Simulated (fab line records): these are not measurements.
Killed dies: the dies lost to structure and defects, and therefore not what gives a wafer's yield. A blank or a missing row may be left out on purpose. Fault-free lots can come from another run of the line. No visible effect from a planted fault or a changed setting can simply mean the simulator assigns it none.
What tool caused it? + flow sky130 + 24 lots, 72 wafers sampled, at 6 steps of a route of 708

WHAT THE GAUGES SHOWED, per wafer
SKY_VT_ADJUST_HVTP_TW_MEAS_11. Usual: VT_ADJUST_HVTP_TW typically reads 1365, with standard deviation 7.9.
| lot  | measured     | on           | VT_ADJUST_HVTP_TW | flag |
|------|--------------|--------------|-------------------|------|
| L074 | day 5 22:24  | filmMetro-02 | 1361 1369 1369    |      |
| L075 | day 6 04:04  | filmMetro-02 | 1358 1362 1364    |      |
| L076 | day 6 20:46  | filmMetro-02 | 1353 1359 1360    |      |
| L077 | day 7 07:20  | filmMetro-02 | 1370 1372 1370    |      |
| L078 | day 8 05:33  | filmMetro-02 | 1374 1374 1371    |      |
| L079 | day 8 06:22  | filmMetro-03 | 1367 1368 1367    |      |
| L080 | day 8 15:24  | filmMetro-01 | 1367 1367 1368    |      |
| L081 | day 8 16:28  | filmMetro-02 | 1373 1376 1368    |      |
| L082 | day 8 15:46  | filmMetro-01 | 1368 1374 1365    |      |
| L083 | day 8 19:39  | filmMetro-02 | 1374 1377 1369    |      |
| L084 | day 8 19:25  | filmMetro-01 | 1369 1369 1366    |      |
| L085 | day 9 01:17  | filmMetro-02 | 1363 1361 1365    |      |
| L086 | day 9 15:30  | filmMetro-01 | 1355 1361 1357    |      |
| L087 | day 9 16:49  | filmMetro-01 | 1362 1356 1363    |      |
| L088 | day 10 18:31 | filmMetro-02 | 1360 1353 1355    |      |
| L089 | day 10 16:29 | filmMetro-03 | 1373 1365 1367    |      |
| L090 | day 10 17:34 | filmMetro-02 | 1357 1350 1355    |      |
| L091 | day 11 09:13 | filmMetro-03 | 1376 1373 1375    |      |
| L092 | day 11 08:07 | filmMetro-01 | 1372 1365 1374    |      |
| L093 | day 11 15:07 | filmMetro-03 | 1375 1371 1380    |      |
| L094 | day 11 15:25 | filmMetro-02 | 1364 1365 1366    |      |
| L095 | day 11 21:00 | filmMetro-01 | 1373 1364 1364    |      |
| L096 | day 12 00:10 | filmMetro-01 | 1353 1353 1350    |      |
| L097 | day 12 06:24 | filmMetro-01 | 1354 1356 1348    |      |

SKY_CONTACT_RS_MEAS_25: measures by four-point-probe. Usual: CONTACT_W_RS typically reads 0.338 ohm/sq, with standard deviation 0.0038.
| lot  | measured     | on           | CONTACT_W_RS (ohm/sq) | flag |
|------|--------------|--------------|-----------------------|------|
| L074 | day 31 03:54 | filmMetro-03 | 0.336 0.337 0.338     |      |
| L075 | day 31 05:27 | filmMetro-04 | 0.340 0.345 0.342     |      |
| L076 | day 32 08:17 | filmMetro-03 | 0.340 0.339 0.344     |      |
| L077 | day 32 22:17 | filmMetro-04 | 0.338 0.341 0.338     |      |
| L078 | day 34 06:59 | filmMetro-03 | 0.334 0.335 0.333     |      |
| L079 | day 34 08:27 | filmMetro-03 | 0.333 0.338 0.335     |      |
| L080 | day 34 16:51 | filmMetro-04 | 0.330 0.331 0.333     |      |
| L081 | day 35 01:50 | filmMetro-04 | 0.340 0.339 0.339     |      |
| L082 | day 34 23:23 | filmMetro-02 | 0.333 0.335 0.332     |      |
| L083 | day 35 03:14 | filmMetro-04 | 0.344 0.342 0.344     |      |
| L084 | day 35 03:51 | filmMetro-03 | 0.330 0.338 0.334     |      |
| L085 | day 35 04:04 | filmMetro-02 | 0.340 0.337 0.346     |      |
| L086 | day 36 09:08 | filmMetro-04 | 0.336 0.332 0.336     |      |
| L087 | day 36 06:30 | filmMetro-04 | 0.343 0.341 0.342     |      |
| L088 | day 37 09:01 | filmMetro-03 | 0.331 0.334 0.339     |      |
| L089 | day 37 09:02 | filmMetro-02 | 0.337 0.336 0.339     |      |
| L090 | day 37 05:59 | filmMetro-04 | 0.336 0.335 0.341     |      |
| L091 | day 37 20:51 | filmMetro-03 | 0.344 0.340 0.336     |      |
| L092 | day 37 20:01 | filmMetro-02 | 0.341 0.336 0.344     |      |
| L093 | day 38 03:55 | filmMetro-02 | 0.345 0.342 0.337     |      |
| L094 | day 38 05:48 | filmMetro-02 | 0.338 0.335 0.338     |      |
| L095 | day 38 19:23 | filmMetro-04 | 0.337 0.336 0.335     |      |
| L096 | day 38 14:30 | filmMetro-03 | 0.338 0.340 0.339     |      |
| L097 | day 38 22:59 | filmMetro-02 | 0.340 0.340 0.342     |      |

SKY_METAL3_CD_MEAS_13 targets a cd of 300 nm. Usual: cdNm reads 299.6 nm (standard deviation 1.2).
| lot  | measured     | on       | cdNm (nm)         | flag |
|------|--------------|----------|-------------------|------|
| L074 | day 38 01:17 | cdSem-01 | 299.5 300.0 301.3 |      |
| L075 | day 38 04:57 | cdSem-01 | 300.9 300.2 300.2 |      |
| L076 | day 39 04:59 | cdSem-01 | 299.1 300.3 299.2 |      |
| L077 | day 39 17:50 | cdSem-02 | 301.4 300.3 300.4 |      |
| L078 | day 41 00:33 | cdSem-02 | 299.4 298.4 299.7 |      |
| L079 | day 41 01:56 | cdSem-01 | 299.9 297.9 299.0 |      |
| L080 | day 41 08:08 | cdSem-02 | 302.3 301.0 300.0 |      |
| L081 | day 41 17:42 | cdSem-02 | 299.7 299.4 299.3 |      |
| L082 | day 41 13:16 | cdSem-02 | 300.6 299.2 300.2 |      |
| L083 | day 41 18:02 | cdSem-01 | 299.6 298.9 299.7 |      |
| L084 | day 41 18:15 | cdSem-02 | 299.6 299.4 299.0 |      |
| L085 | day 41 19:14 | cdSem-01 | 300.0 301.3 300.2 |      |
| L086 | day 42 21:15 | cdSem-01 | 298.8 299.2 299.7 |      |
| L087 | day 42 16:31 | cdSem-01 | 300.0 300.0 298.2 |      |
| L088 | day 43 15:40 | cdSem-01 | 297.0 297.7 296.3 |      |
| L089 | day 43 15:50 | cdSem-01 | 300.7 299.3 300.3 |      |
| L090 | day 43 15:05 | cdSem-01 | 300.5 300.5 302.4 |      |
| L091 | day 44 05:29 | cdSem-02 | 299.2 300.1 299.0 |      |
| L092 | day 44 03:37 | cdSem-02 | 301.1 301.8 300.6 |      |
| L093 | day 44 08:58 | cdSem-02 | 300.2 301.2 300.9 |      |
| L094 | day 44 10:17 | cdSem-01 | 300.1 298.9 299.2 |      |
| L095 | day 44 21:53 | cdSem-01 | 299.0 297.1 299.2 |      |
| L096 | day 44 17:28 | cdSem-01 | 298.9 299.5 298.4 |      |
| L097 | day 45 03:02 | cdSem-01 | 299.6 298.7 299.1 |      |

WHAT TOOL EACH LOT RAN ON (gives the tool, then ch and the chambers of the sampled wafers, and finally the start)
| lot  | SKY_FIELD_ISO_ETCH_17          | SKY_RES_XHIGH_STRIP_08              | SKY_CONTACT_ETCH_16               |
|------|--------------------------------|-------------------------------------|-----------------------------------|
| L074 | rieSi-02 ch 0,1,3, day 2 05:13 | plasmaAsher-04 ch 0,1, day 26 04:04 | rieDiel-01 ch 0,2, day 31 02:53   |
| L075 | rieSi-02 ch 1,2,3, day 2 12:16 | plasmaAsher-04 ch 0, day 26 07:53   | rieDiel-01 ch 0,2, day 31 04:21   |
| L076 | rieSi-02 ch 0,3, day 2 17:35   | plasmaAsher-03 ch 0,1, day 27 10:52 | rieDiel-03 ch 0,1, day 32 07:24   |
| L077 | rieSi-01 ch 0,2,3, day 2 22:32 | plasmaAsher-01 ch 0,1, day 28 03:55 | rieDiel-04 ch 0,1,2, day 32 21:18 |
| L078 | rieSi-01 ch 2,3, day 3 06:49   | plasmaAsher-03 ch 1, day 29 11:49   | rieDiel-04 ch 0,1,3, day 34 06:05 |
| L079 | rieSi-02 ch 0,2, day 3 09:37   | plasmaAsher-01 ch 0,1, day 29 14:02 | rieDiel-01 ch 0,2, day 34 07:33   |
| L080 | rieSi-02 ch 0,2,3, day 3 18:44 | plasmaAsher-04 ch 0,1, day 30 01:08 | rieDiel-01 ch 0,3, day 34 15:57   |
| L081 | rieSi-02 ch 0,2, day 3 22:14   | plasmaAsher-01 ch 0, day 30 06:22   | rieDiel-03 ch 0,2, day 35 00:55   |
| L082 | rieSi-01 ch 0,3, day 4 00:04   | plasmaAsher-01 ch 0,1, day 30 04:56 | rieDiel-03 ch 0,1,3, day 34 22:28 |
| L083 | rieSi-01 ch 2,3, day 4 06:45   | plasmaAsher-03 ch 0,1, day 30 09:56 | rieDiel-04 ch 0,1,3, day 35 02:18 |
| L084 | rieSi-02 ch 0,2,3, day 4 10:56 | plasmaAsher-01 ch 0,1, day 30 10:14 | rieDiel-03 ch 0,1,3, day 35 02:57 |
| L085 | rieSi-01 ch 0,2,3, day 4 16:16 | plasmaAsher-04 ch 0,1, day 30 10:34 | rieDiel-01 ch 2,3, day 35 03:07   |
| L086 | rieSi-01 ch 0,1,3, day 5 03:50 | plasmaAsher-04 ch 0,1, day 31 16:38 | rieDiel-03 ch 0,1,2, day 36 08:06 |
| L087 | rieSi-02 ch 1,2,3, day 5 04:01 | plasmaAsher-04 ch 1, day 31 14:53   | rieDiel-03 ch 0,1, day 36 05:32   |
| L088 | rieSi-02 ch 1,2, day 5 13:31   | plasmaAsher-03 ch 0,1, day 32 16:50 | rieDiel-01 ch 0,1,3, day 37 08:06 |
| L089 | rieSi-01 ch 0,1, day 5 14:22   | plasmaAsher-04 ch 0,1, day 32 17:08 | rieDiel-04 ch 0,3, day 37 08:08   |
| L090 | rieSi-02 ch 1,2,3, day 5 16:11 | plasmaAsher-01 ch 0,1, day 32 14:31 | rieDiel-01 ch 1,2,3, day 37 05:06 |
| L091 | rieSi-01 ch 0,1,2, day 5 20:37 | plasmaAsher-01 ch 0,1, day 33 05:35 | rieDiel-03 ch 0,2, day 37 19:53   |
| L092 | rieSi-02 ch 0,1,3, day 6 01:34 | plasmaAsher-03 ch 0,1, day 33 03:47 | rieDiel-04 ch 0,1,2, day 37 19:06 |
| L093 | rieSi-01 ch 0,1, day 6 08:56   | plasmaAsher-04 ch 0,1, day 33 13:49 | rieDiel-04 ch 0,3, day 38 03:00   |
| L094 | rieSi-02 ch 0,1,3, day 6 15:37 | plasmaAsher-04 ch 0,1, day 33 14:20 | rieDiel-01 ch 0,3, day 38 04:23   |
| L095 | rieSi-01 ch 0,2,3, day 6 23:40 | plasmaAsher-03 ch 0,1, day 34 04:19 | rieDiel-03 ch 0,2, day 38 18:26   |
| L096 | rieSi-02 ch 0,1,2, day 7 00:38 | plasmaAsher-03 ch 0,1, day 34 00:38 | rieDiel-03 ch 2,3, day 38 13:26   |
| L097 | rieSi-01 ch 2,3, day 7 09:10   | plasmaAsher-01 ch 0,1, day 34 08:07 | rieDiel-03 ch 0,2, day 38 22:05   |
- SKY_FIELD_ISO_ETCH_17: etches Si in HBr/Cl2/O2, target depth 342 nm, time 97.7 s.
- SKY_RES_XHIGH_STRIP_08: strips in O2/N2.
- SKY_CONTACT_ETCH_16: etches BARC in N2/H2, stops on SiO2, time 45.9 s, target depth 60 nm.

AS READ BY THE TOOLS THEMSELVES (means over the sampled wafers that have a number; for cases with no such wafer, the mark the record gives instead)
SKY_FIELD_ISO_ETCH_17. Usual: chamberPressureMTorr 15.001 mTorr, standard deviation 0.015; drypumpMotorCurrentA 5.6 A, standard deviation 0.51; oesProductAu 1.003 a.u., standard deviation 0.011; throttleValvePct 25.655 %, standard deviation 0.011.
| lot  | tool     | chamberPressureMTorr (mTorr) | drypumpMotorCurrentA (A) | oesProductAu (a.u.) | throttleValvePct (%) | flag |
|------|----------|------------------------------|--------------------------|---------------------|----------------------|------|
| L074 | rieSi-02 | 15.012                       | 5.8                      | 1.009               | 25.659               |      |
| L075 | rieSi-02 | 15.009                       | 5.7                      | 1.013               | 25.647               |      |
| L076 | rieSi-02 | 14.993                       | 5.6                      | 1.008               | 25.648               |      |
| L077 | rieSi-01 | 14.998                       | 5.7                      | 0.992               | 25.660               |      |
| L078 | rieSi-01 | 15.007                       | 6.3                      | 0.999               | 25.654               |      |
| L079 | rieSi-02 | 14.998                       | 5.5                      | 1.026               | 25.635               |      |
| L080 | rieSi-02 | 14.999                       | 5.5                      | 1.016               | 25.651               |      |
| L081 | rieSi-02 | 14.980                       | 5.4                      | 1.009               | 25.655               |      |
| L082 | rieSi-01 | 15.001                       | 5.2                      | 0.992               | 25.655               |      |
| L083 | rieSi-01 | 14.997                       | 6.2                      | 0.998               | 25.658               |      |
| L084 | rieSi-02 | 15.004                       | 5.5                      | 1.013               | 25.650               |      |
| L085 | rieSi-01 | 15.014                       | 5.8                      | 1.003               | 25.657               |      |
| L086 | rieSi-01 | 15.020                       | 5.3                      | 1.000               | 25.660               |      |
| L087 | rieSi-02 | 14.990                       | 5.7                      | 1.011               | 25.640               |      |
| L088 | rieSi-02 | 14.998                       | 5.9                      | 1.006               | 25.658               |      |
| L089 | rieSi-01 | 14.999                       | 4.9                      | 0.995               | 25.661               |      |
| L090 | rieSi-02 | 14.996                       | 5.7                      | 1.004               | 25.643               |      |
| L091 | rieSi-01 | 14.999                       | 5.5                      | 1.001               | 25.657               |      |
| L092 | rieSi-02 | 15.000                       | 5.8                      | 1.010               | 25.646               |      |
| L093 | rieSi-01 | 15.006                       | 5.1                      | 1.003               | 25.655               |      |
| L094 | rieSi-02 | 15.016                       | 5.8                      | 1.006               | 25.655               |      |
| L095 | rieSi-01 | 14.995                       | 5.8                      | 1.001               | 25.656               |      |
| L096 | rieSi-02 | 14.990                       | 5.7                      | 1.013               | 25.651               |      |
| L097 | rieSi-01 | 14.997                       | 6.1                      | 0.996               | 25.657               |      |

SKY_RES_XHIGH_STRIP_08. Usual: chamberPressureMTorr 1500.1 mTorr, standard deviation 1.3; drypumpMotorCurrentA 5.71 A, standard deviation 0.29; oesProductAu 0.711 a.u., standard deviation 0.0045; stripTimeToEndpointS 14.24 s, standard deviation 0.035.
| lot  | tool           | chamberPressureMTorr (mTorr) | drypumpMotorCurrentA (A) | oesProductAu (a.u.) | stripTimeToEndpointS (s) | flag |
|------|----------------|------------------------------|--------------------------|---------------------|--------------------------|------|
| L074 | plasmaAsher-04 | 1500.3                       | 5.81                     | 0.713               | 14.22                    |      |
| L075 | plasmaAsher-04 | 1499.9                       | 5.85                     | 0.712               | 14.27                    |      |
| L076 | plasmaAsher-03 | 1499.4                       | 6.05                     | 0.713               | 14.29                    |      |
| L077 | plasmaAsher-01 | 1500.5                       | 5.32                     | 0.711               | 14.22                    |      |
| L078 | plasmaAsher-03 | 1499.3                       | 6.16                     | 0.714               | 14.25                    |      |
| L079 | plasmaAsher-01 | 1499.9                       | 5.39                     | 0.713               | 14.22                    |      |
| L080 | plasmaAsher-04 | 1499.7                       | 5.77                     | 0.712               | 14.25                    |      |
| L081 | plasmaAsher-01 | 1501.4                       | 5.29                     | 0.716               | 14.24                    |      |
| L082 | plasmaAsher-01 | 1499.8                       | 5.40                     | 0.709               | 14.20                    |      |
| L083 | plasmaAsher-03 | 1500.9                       | 5.93                     | 0.711               | 14.29                    |      |
| L084 | plasmaAsher-01 | 1500.8                       | 5.35                     | 0.711               | 14.26                    |      |
| L085 | plasmaAsher-04 | 1500.3                       | 5.77                     | 0.712               | 14.17                    |      |
| L086 | plasmaAsher-04 | 1499.0                       | 5.81                     | 0.711               | 14.26                    |      |
| L087 | plasmaAsher-04 | 1501.3                       | 5.73                     | 0.710               | 14.28                    |      |
| L088 | plasmaAsher-03 | 1498.8                       | 5.94                     | 0.711               | 14.22                    |      |
| L089 | plasmaAsher-04 | 1501.3                       | 5.80                     | 0.708               | 14.23                    |      |
| L090 | plasmaAsher-01 | 1500.4                       | 5.43                     | 0.713               | 14.23                    |      |
| L091 | plasmaAsher-01 | 1499.8                       | 5.39                     | 0.710               | 14.25                    |      |
| L092 | plasmaAsher-03 | 1499.7                       | 6.06                     | 0.713               | 14.22                    |      |
| L093 | plasmaAsher-04 | 1500.2                       | 5.76                     | 0.708               | 14.26                    |      |
| L094 | plasmaAsher-04 | 1500.0                       | 5.75                     | 0.711               | 14.29                    |      |
| L095 | plasmaAsher-03 | 1501.1                       | 6.08                     | 0.710               | 14.22                    |      |
| L096 | plasmaAsher-03 | 1499.5                       | 5.95                     | 0.711               | 14.22                    |      |
| L097 | plasmaAsher-01 | 1501.0                       | 5.33                     | 0.708               | 14.27                    |      |

SKY_CONTACT_ETCH_16. Usual: chamberPressureMTorr 29.998 mTorr, standard deviation 0.028; drypumpMotorCurrentA 5.6 A, standard deviation 0.39; oesProductAu 0.854 a.u., standard deviation 0.0042; throttleValvePct 13.225 %, standard deviation 0.0094.
| lot  | tool       | chamberPressureMTorr (mTorr) | drypumpMotorCurrentA (A) | oesProductAu (a.u.) | throttleValvePct (%) | flag |
|------|------------|------------------------------|--------------------------|---------------------|----------------------|------|
| L074 | rieDiel-01 | 29.982                       | 5.5                      | 0.854               | 13.228               |      |
| L075 | rieDiel-01 | 29.997                       | 5.5                      | 0.855               | 13.230               |      |
| L076 | rieDiel-03 | 30.014                       | 5.2                      | 0.852               | 13.229               |      |
| L077 | rieDiel-04 | 29.995                       | 5.5                      | 0.855               | 13.238               |      |
| L078 | rieDiel-04 | 29.979                       | 5.7                      | 0.853               | 13.219               |      |
| L079 | rieDiel-01 | 29.974                       | 5.5                      | 0.853               | 13.222               |      |
| L080 | rieDiel-01 | 30.010                       | 5.9                      | 0.855               | 13.231               |      |
| L081 | rieDiel-03 | 29.978                       | 5.5                      | 0.855               | 13.221               |      |
| L082 | rieDiel-03 | 30.016                       | 5.5                      | 0.859               | 13.229               |      |
| L083 | rieDiel-04 | 30.011                       | 5.8                      | 0.853               | 13.222               |      |
| L084 | rieDiel-03 | 30.017                       | 5.5                      | 0.854               | 13.220               |      |
| L085 | rieDiel-01 | 30.003                       | 5.6                      | 0.858               | 13.233               |      |
| L086 | rieDiel-03 | 29.996                       | 5.4                      | 0.848               | 13.226               |      |
| L087 | rieDiel-03 | 30.005                       | 5.1                      | 0.857               | 13.224               |      |
| L088 | rieDiel-01 | 29.997                       | 5.7                      | 0.853               | 13.222               |      |
| L089 | rieDiel-04 | 29.979                       | 5.7                      | 0.853               | 13.228               |      |
| L090 | rieDiel-01 | 30.015                       | 5.5                      | 0.856               | 13.231               |      |
| L091 | rieDiel-03 | 30.026                       | 5.5                      | 0.855               | 13.217               |      |
| L092 | rieDiel-04 | 30.000                       | 5.5                      | 0.851               | 13.231               |      |
| L093 | rieDiel-04 | 29.999                       | 5.7                      | 0.858               | 13.228               |      |
| L094 | rieDiel-01 | 29.981                       | 5.8                      | 0.852               | 13.221               |      |
| L095 | rieDiel-03 | 30.012                       | 5.7                      | 0.852               | 13.217               |      |
| L096 | rieDiel-03 | 29.999                       | 6.1                      | 0.854               | 13.229               |      |
| L097 | rieDiel-03 | 30.005                       | 5.7                      | 0.851               | 13.227               |      |

THE ANSWER, worked out from the rows above alone
Rule: lot off if the mean of its wafers having a number is beyond 3 standard deviations from the usual mean. A lot without any number at a reading at which 4 lots or more have one is off too. Where the step has rows for the other lots, those lots are counted as sound. First the gauges in route order, then the tools' own readings, where a lot's mean is used as printed above. At the first step where some lot is off, the reading lying furthest off is the one used; lots without a number count as furthest.
Across all readings shown, no lot is off: no conclusion can be drawn from this.

WHAT WAS PUT IN BY THE SIMULATOR
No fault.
